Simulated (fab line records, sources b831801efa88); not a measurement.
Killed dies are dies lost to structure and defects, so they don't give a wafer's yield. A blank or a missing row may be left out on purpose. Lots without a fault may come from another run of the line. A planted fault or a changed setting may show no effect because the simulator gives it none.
fab line records | flow sky130
record lots=13 wafers=39 last_day=50
route steps=708 shown PWDE@52 NWELL@76 VT_ADJUST_LVTN@118 SONOS_ONO@178 PAD_OPEN@708
lots that met no fault: from a run of the same line without faults
start_h: hours from the record's first day to the start of the lot's first wafer shown | wait_h: hours since the lot's step before | " the same as in the row above | L1.1+2: a row that stands for several wafers | - no value, or no start given | * or withheld: withheld | < > ~ a bound
route shown NAME@n: a module of which the file shows steps, and the number in the route of the first | usual: mean/standard deviation of fault-free wafers | same: alike in all rows | chamber/n: place in a boat | sites: the reading at each site | _std_site: their standard deviation | _edge_site: outer sites' mean less inner sites' | radius_mm: how far each site lies from the wafer's centre | mask NAME#n: copy n | behind: the tool/chamber that last shaped the wafer | hold: why the lot was held/for how many hours/how that ended | device: the transistor (n, p or np) that didn't switch | end of line: the same wafers' tests at the end of the route | a step without rows: its recipe alone | killed: dies lost to structure and defects at the first sort, not the wafer's yield | map: a wafer's dies, x killed, . not, _ none there
set.NAME: the setting as run; set.NAME@STEP: as run at that earlier step | model.NAME: the simulator's own value behind a step, which no gauge read
steps of the route over a sample of lots; a table a step, a row a wafer
services: from which hour (start_h, from the record's first day; less than 0 if before it) a tool's chamber was out of use, for how many hours, and why
## steps
# step SKY_PWDE_OVL_MEAS_07
# usual PWDE_OVL=0.8/1.3
# columns lot.wafer tool chamber start_h wait_h PWDE_OVL[nm]
L733.2 overlay-01 - 65.37 - 0.8
L733.3 " - " " 0.1
L733.4 " - " " 3.6
L737.1 overlay-01 - 93.91 - 1.6
L737.4 " - " " 1.8
L737.6 " - " " 1.1
L738.1 overlay-01 - 100.31 - 4.2
L738.2 " - " " 3.0
L738.4 " - " " 4.0
L740.3 overlay-01 - 110.42 - 2.8
L740.4 " - " " 3.1
L740.6 " - " " 2.1
L743.4 overlay-02 - 126.98 - 0.8
L743.5 " - " " -0.1
L743.6 " - " " 0.5
L745.3 overlay-01 - 135.53 - 1.4
L745.4 " - " " 0.6
L745.5 " - " " 1.6
L746.1 overlay-01 - 142.76 - 0.3
L746.3 " - " " 0.0
L746.5 " - " " 0.0
L747.2 overlay-01 - 148.26 - 0.8
L747.3 " - " " 0.2
L747.5 " - " " 0.3
L748.2 overlay-01 - 152.56 - 0.3
L748.4 " - " " -0.1
L748.6 " - " " 0.4
L751.1 overlay-01 - 174.21 - 1.7
L751.4 " - " " 2.8
L751.6 " - " " 2.6
L752.2 overlay-01 - 178.52 - -0.7
L752.4 " - " " 1.4
L752.6 " - " " 0.1
L754.1 overlay-02 - 186.31 - 0.1
L754.2 " - " " 2.1
L754.3 " - " " 0.3
L755.1 overlay-02 - 193.37 - 2.3
L755.2 " - " " 1.6
L755.5 " - " " -1.5
# step SKY_NWELL_OVL_MEAS_23
# usual NWELL_01_OVL=-0.5/1.3
# columns lot.wafer tool chamber start_h wait_h NWELL_01_OVL[nm]
L733.2 overlay-01 - 100.93 - 0.0
L733.3 " - " " -0.7
L733.4 " - " " 0.0
L737.1 overlay-02 - 131.51 - -0.5
L737.4 " - " " 0.5
L737.6 " - " " 1.4
L738.1 overlay-01 - 137.57 - -1.1
L738.2 " - " " -1.6
L738.4 " - " " -0.8
L740.3 overlay-01 - 148.39 - -0.3
L740.4 " - " " -0.4
L740.6 " - " " -2.5
L743.4 overlay-02 - 166.68 - 0.0
L743.5 " - " " -2.2
L743.6 " - " " -2.4
L745.3 overlay-02 - 177.52 - -2.0
L745.4 " - " " -1.1
L745.5 " - " " -0.6
L746.1 overlay-02 - 184.41 - -0.1
L746.3 " - " " 0.6
L746.5 " - " " -1.1
L747.2 overlay-01 - 190.27 - -1.2
L747.3 " - " " -1.3
L747.5 " - " " -0.1
L748.2 overlay-01 - 194.07 - 0.4
L748.4 " - " " 1.9
L748.6 " - " " 1.3
L751.1 overlay-01 - 217.06 - -1.7
L751.4 " - " " -0.9
L751.6 " - " " 0.7
L752.2 overlay-02 - 222.91 - 1.6
L752.4 " - " " -1.6
L752.6 " - " " 1.3
L754.1 overlay-01 - 230.97 - -2.2
L754.2 " - " " 1.6
L754.3 " - " " -0.5
L755.1 overlay-01 - 238.78 - -2.7
L755.2 " - " " -1.2
L755.5 " - " " -1.6
# step SKY_VT_ADJUST_LVTN_TW_MEAS_21
# usual VT_ADJUST_LVTN_2_TW=187.4/1.8
# columns lot.wafer tool chamber start_h wait_h VT_ADJUST_LVTN_2_TW
L733.2 film_metro-01 - 158.75 0.1 187.5
L733.3 " - " " 188.5
L733.4 " - " " 188.9
L737.1 film_metro-02 - 192.34 0.1 186.4
L737.4 " - " " 188.0
L737.6 " - " " 187.5
L738.1 film_metro-03 - 201.40 0.1 188.8
L738.2 " - " " 187.6
L738.4 " - " " 189.0
L740.3 film_metro-01 - 212.88 0.1 187.6
L740.4 " - " " 187.7
L740.6 " - " " 188.2
L743.4 film_metro-02 - 233.14 0.1 184.9
L743.5 " - " " 185.8
L743.6 " - " " 185.6
L745.3 film_metro-02 - 243.81 0.1 186.7
L745.4 " - " " 185.3
L745.5 " - " " 186.8
L746.1 film_metro-02 - 250.94 0.1 186.0
L746.3 " - " " 184.6
L746.5 " - " " 186.4
L747.2 film_metro-01 - 258.95 0.1 185.4
L747.3 " - " " 185.3
L747.5 " - " " 184.7
L748.2 film_metro-02 - 260.85 0.1 186.5
L748.4 " - " " 185.7
L748.6 " - " " 186.5
L751.1 film_metro-03 - 287.79 0.1 190.4
L751.4 " - " " 189.7
L751.6 " - " " 190.7
L752.2 film_metro-01 - 295.02 0.1 185.7
L752.4 " - " " 185.4
L752.6 " - " " 184.9
L754.1 film_metro-02 - 301.29 0.1 187.2
L754.2 " - " " 185.3
L754.3 " - " " 186.8
L755.1 film_metro-03 - 311.29 0.1 189.8
L755.2 " - " " 190.4
L755.5 " - " " 190.5
# step SKY_SONOS_ONO_EXPOSE_10
# recipe mask_id=ONOM target_cd_nm=410 na=0.6 source_shape=conventional sigma_outer=0.6 dose_mj=150
# usual exposure_dose_mJ_cm2=149.18/0.16
# columns lot.wafer tool chamber start_h wait_h mask exposure_dose_mJ_cm2
L733.2 iline_stepper-01 0 261.90 - ONOM#0 149.15
L733.3 " 0 " " ONOM#0 149.05
L733.4 " 0 " " ONOM#0 149.39
L737.1 iline_stepper-02 0 315.23 - ONOM#0 149.08
L737.4 " 0 " " ONOM#0 149.41
L737.6 " 0 " " ONOM#0 149.19
L738.1 iline_stepper-01 0 315.47 - ONOM#0 149.11
L738.2 " 0 " " ONOM#0 149.28
L738.4 " 0 " " ONOM#0 149.36
L740.3 iline_stepper-02 0 328.46 - ONOM#0 149.04
L740.4 " 0 " " ONOM#0 148.88
L740.6 " 0 " " ONOM#0 149.07
L743.4 iline_stepper-02 0 356.71 - ONOM#0 149.25
L743.5 " 0 " " ONOM#0 149.23
L743.6 " 0 " " ONOM#0 149.13
L745.3 iline_stepper-02 0 364.45 - ONOM#0 149.28
L745.4 " 0 " " ONOM#0 149.33
L745.5 " 0 " " ONOM#0 149.33
L746.1 iline_stepper-01 0 375.58 - ONOM#0 149.26
L746.3 " 0 " " ONOM#0 149.12
L746.5 " 0 " " ONOM#0 149.07
L748.2 iline_stepper-01 0 384.43 - ONOM#0 149.06
L748.4 " 0 " " ONOM#0 149.16
L748.6 " 0 " " ONOM#0 148.98
L747.2 iline_stepper-02 0 384.76 - ONOM#0 149.35
L747.3 " 0 " " ONOM#0 149.09
L747.5 " 0 " " ONOM#0 149.24
L751.1 iline_stepper-02 0 411.82 - ONOM#0 166.24
L751.4 " 0 " " ONOM#0 166.58
L751.6 " 0 " " ONOM#0 166.42
L752.2 iline_stepper-02 0 422.93 - ONOM#0 166.42
L752.4 " 0 " " ONOM#0 166.26
L752.6 " 0 " " ONOM#0 166.29
L754.1 iline_stepper-01 0 430.17 - ONOM#0 149.06
L754.2 " 0 " " ONOM#0 148.95
L754.3 " 0 " " ONOM#0 149.06
L755.1 iline_stepper-01 0 450.76 - ONOM#0 149.20
L755.2 " 0 " " ONOM#0 149.22
L755.5 " 0 " " ONOM#0 149.10
# step SKY_SONOS_ONO_CD_MEAS_13
# recipe target_cd_nm=410
# usual cd_nm=410.8/2.1
# columns lot.wafer tool chamber start_h wait_h hold cd_nm
L733.2 cd_sem-02 - 274.08 0.1 - 411.1
L733.3 " - " " - 411.1
L733.4 " - " " - 411.6
L737.1 cd_sem-01 - 328.41 0.1 - 412.2
L737.4 " - " " - 412.4
L737.6 " - " " - 412.6
L738.1 cd_sem-01 - 328.87 0.3 - 413.3
L738.2 " - " " - 413.0
L738.4 " - " " - 415.2
L740.3 cd_sem-02 - 340.45 0.1 - 410.0
L740.4 " - " " - 410.7
L740.6 " - " " - 411.5
L743.4 cd_sem-01 - 369.52 0.1 - 414.1
L743.5 " - " " - 413.9
L743.6 " - " " - 413.4
L745.3 cd_sem-02 - 377.65 0.1 - 411.9
L745.4 " - " " - 412.4
L745.5 " - " " - 411.1
L746.1 cd_sem-02 - 389.26 0.1 - 408.8
L746.3 " - " " - 409.3
L746.5 " - " " - 408.9
L748.2 cd_sem-01 - 398.43 0.1 - 408.2
L748.4 " - " " - 412.1
L748.6 " - " " - 407.3
L747.2 cd_sem-02 - 398.55 0.2 - 405.2
L747.3 " - " " - 408.1
L747.5 " - " " - 409.8
L751.1 cd_sem-02 - 426.81 0.1 await_dispo/0.2h/release 380.7
L751.4 " - " " await_dispo/0.2h/release 383.1
L751.6 " - " " await_dispo/0.2h/release 379.3
L751.1 cd_sem-02 - 427.24 0.4 - 381.0
L751.4 " - " " - 383.5
L751.6 " - " " - 378.8
L752.2 cd_sem-02 - 437.99 0.1 await_dispo/0.2h/release 384.2
L752.4 " - " " await_dispo/0.2h/release 383.0
L752.6 " - " " await_dispo/0.2h/release 381.8
L752.2 cd_sem-02 - 438.27 0.3 - 384.0
L752.4 " - " " - 383.1
L752.6 " - " " - 382.2
L754.1 cd_sem-01 - 444.16 0.1 - 411.8
L754.2 " - " " - 408.5
L754.3 " - " " - 409.2
L755.1 cd_sem-02 - 465.41 0.1 - 409.3
L755.2 " - " " - 408.2
L755.5 " - " " - 410.1
# step SKY_PAD_OPEN_PROBE_99
# usual killed_at_M0_to_M3=43/7.5 killed_at_M4_up=2.8/1.8 killed_at_contacts=24/5.3 killed_at_front_end=14/4.2 killed_at_other=0.3/0.54 killed_dies=84/9.4 killed_on_rim=16/3.3 killed_open=46/7.1 killed_short=38/6.6
# same gross_dies=492 killed_at_back_side=0
# columns lot.wafer tool chamber start_h wait_h killed_at_M0_to_M3 killed_at_M4_up killed_at_contacts killed_at_front_end killed_at_other killed_dies killed_on_rim killed_open killed_short
L751.4 prober-01 - 1172.45 0.2 34 2 17 12 0 65 15 34 29
L751.6 prober-01 - 1172.55 0.2 48 1 24 18 1 92 17 43 47
L752.6 prober-01 - 1182.68 0.2 35 4 18 23 0 80 18 41 39
# killed by level:class
L751.4 CONTACT:geometric_particle:open=8 METAL1:geometric_particle:short=7 VIA3:geometric_particle:open=6 VIA1:geometric_particle:open=5 LI_CONTACT:geometric_particle:open=4 FIELD_ISO:geometric_particle:open=3 VIA1:geometric_particle:short=3 VIA2:geometric_particle:open=3
L751.6 CONTACT:geometric_particle:open=9 VIA1:geometric_particle:open=8 METAL1:geometric_particle:short=8 VIA2:geometric_particle:open=7 VIA3:geometric_particle:short=7 POLY_GATE:geometric_particle:short=6 LI_CONTACT:geometric_particle:open=6 CONTACT:geometric_particle:short=5
L752.6 VIA1:geometric_particle:open=12 LI_CONTACT:geometric_particle:open=7 FIELD_ISO:geometric_particle:short=6 CONTACT:geometric_particle:open=5 VIA1:geometric_particle:short=4 VIA3:geometric_particle:open=4 METAL1:geometric_particle:short=3 SPACER:geometric_particle:short=3
## services
# columns tool chamber start_h hours kind
iline_stepper-01 - 238.96 2.1 pm
iline_stepper-01 - 241.05 - consumable_replace:lamp
iline_stepper-01 0 268.97 - calibration
iline_stepper-01 - 277.84 1.7 pm
iline_stepper-01 - 293.98 4.4 pm
iline_stepper-01 - 347.64 13.0 repair
iline_stepper-02 - 404.13 1.7 pm
iline_stepper-02 0 407.41 - calibration
## key
first_sign step=SKY_SONOS_ONO_EXPOSE_10 reading=exposure_dose_mJ_cm2 direction=up sigmas=99+ usual=* struck=*
effect step=SKY_SONOS_ONO_CD_MEAS_13 reading=visit direction=added
effect step=SKY_SONOS_ONO_CD_MEAS_13 reading=cd_nm direction=down sigmas=14 usual=410.8 struck=382.0
met_at SKY_SONOS_ONO_EXPOSE_10
struck_lots L751,L752
tester_left_out L751,L752
not_acting_at SKY_PWDE_OVL_MEAS_07,SKY_NWELL_OVL_MEAS_23,SKY_VT_ADJUST_LVTN_TW_MEAS_21
onset_between 384.76 411.82
fault kind=process_parameter_drift tool=iline_stepper-02 chamber=- onset_h=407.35 steps=SKY_SONOS_ONO_EXPOSE_10 channel=dose_mj offset=17.046 shape=step acts_in=these_recipes_only stated=150
# tester_left_out: of these lots the tester's yield and bins aren't shown, on N5 and GAA mostly nor the transistor test; their killed dies are dies lost to structure and defects alone, not to doping, threshold or leakage, so they don't give the yield
